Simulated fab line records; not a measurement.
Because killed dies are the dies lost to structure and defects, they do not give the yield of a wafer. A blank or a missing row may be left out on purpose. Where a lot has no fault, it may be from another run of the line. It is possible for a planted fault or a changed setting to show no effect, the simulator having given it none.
2 desks, one fault | flow sky130 | what lay behind the numbers comes last; until then each desk has only its own

## DESK OF THE TOOL OWNER: litho_track-02
Per lot that ran on this tool, the mean of the sampled wafers carrying a number, from the tool's own readings at SKY_VT_ADJUST_LVTN_SOFTBAKE_14 (time 60 s). A lot is out of limits, marked OUT, if its mean lies more than 4 standard deviations from the usual mean; the brackets give that distance.
Columns: A = heater_power_total_W at SKY_VT_ADJUST_LVTN_SOFTBAKE_14, usual 56.60 W; B = plate_temp_C at SKY_VT_ADJUST_LVTN_SOFTBAKE_14, usual 90.00 C; C = resist_line_temp_C at SKY_VT_ADJUST_LVTN_SOFTBAKE_14, usual 23.00 C
lot  | first seen here | A               | B                | C
L483 | day 7 08:55     | 56.62           | 89.83            | 23.04
L486 | day 8 04:59     | 56.62           | 89.90            | 22.86
L490 | day 9 16:05     | 56.58           | 90.00            | 23.13
L496 | day 11 02:55    | 56.56           | 89.95            | 22.97
L500 | day 12 02:47    | 55.35 (-29) OUT | 88.75 (-8.9) OUT | 23.07
L501 | day 12 09:58    | 55.32 (-30) OUT | 88.56 (-10) OUT  | 22.96
This desk's finding: out of limits on L500, L501; first on L500, day 12 02:47 (heater_power_total_W at SKY_VT_ADJUST_LVTN_SOFTBAKE_14). L483, L486, L490, L496 stayed within limits.

## FROM THE METROLOGY DESK
What the gauges read, lot by lot, whatever tool the lot ran on: means of the sampled wafers that have a number. A lot is out of limits, marked OUT, if its mean lies more than 4 standard deviations from the usual mean; the brackets give that distance.
Columns: A = cd_nm at SKY_FIELD_ISO_CD_MEAS_13, usual 149.5 nm; B = NWELL_RS at SKY_NWELL_RS_MEAS_29, usual 625.4 ohm/sq; C = VT_ADJUST_HVTP_TW at SKY_VT_ADJUST_HVTP_TW_MEAS_11, usual 1353
lot  | first seen here | A     | B     | C
L483 | day 2 04:36     | 148.9 | 624.3 | 1362
L486 | day 2 20:04     | 149.2 | 624.9 | 1368
L488 | day 3 07:50     | 150.8 | 627.1 | 1355
L489 | day 3 12:46     | 148.1 | 627.7 | 1355
L490 | day 3 17:34     | 147.8 | 624.0 | 1361
L491 | day 4 00:36     | 151.1 | 625.5 | 1344
L492 | day 4 06:56     | 147.7 | 625.6 | 1342
L493 | day 4 12:54     | 151.3 | 623.3 | 1332
L496 | day 5 00:08     | 149.7 | 624.7 | 1331
L497 | day 5 05:47     | 149.5 | 624.0 | 1339
L500 | day 5 22:53     | 148.8 | 625.2 | 1367
L501 | day 6 02:53     | 150.6 | 627.7 | 1361
L504 | day 6 20:28     | 150.0 | 624.6 | 1338
L506 | day 7 06:22     | 150.0 | 627.9 | 1356
This desk found nothing out of limits on any of the 14 lots.

## TAKEN TOGETHER
The tool owner's desk had the chance to raise an alarm at day 12 02:47 on L500, L501.
From the metrology desk's view, nothing was out of limits.
The metrology desk has L500, L501 on record, within its limits.
SKY_VT_ADJUST_LVTN_SOFTBAKE_14 was run on litho_track-02 by each of the lots named.

## WHAT THE SIMULATOR HAD PUT IN
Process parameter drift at SKY_VT_ADJUST_LVTN_SOFTBAKE_14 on litho_track-02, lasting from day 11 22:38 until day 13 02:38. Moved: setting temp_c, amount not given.
Struck lots among those shown: L500, L501.
Time in hours from fault onset to the first out-of-limits reading at each desk: the tool owner's desk, 4.
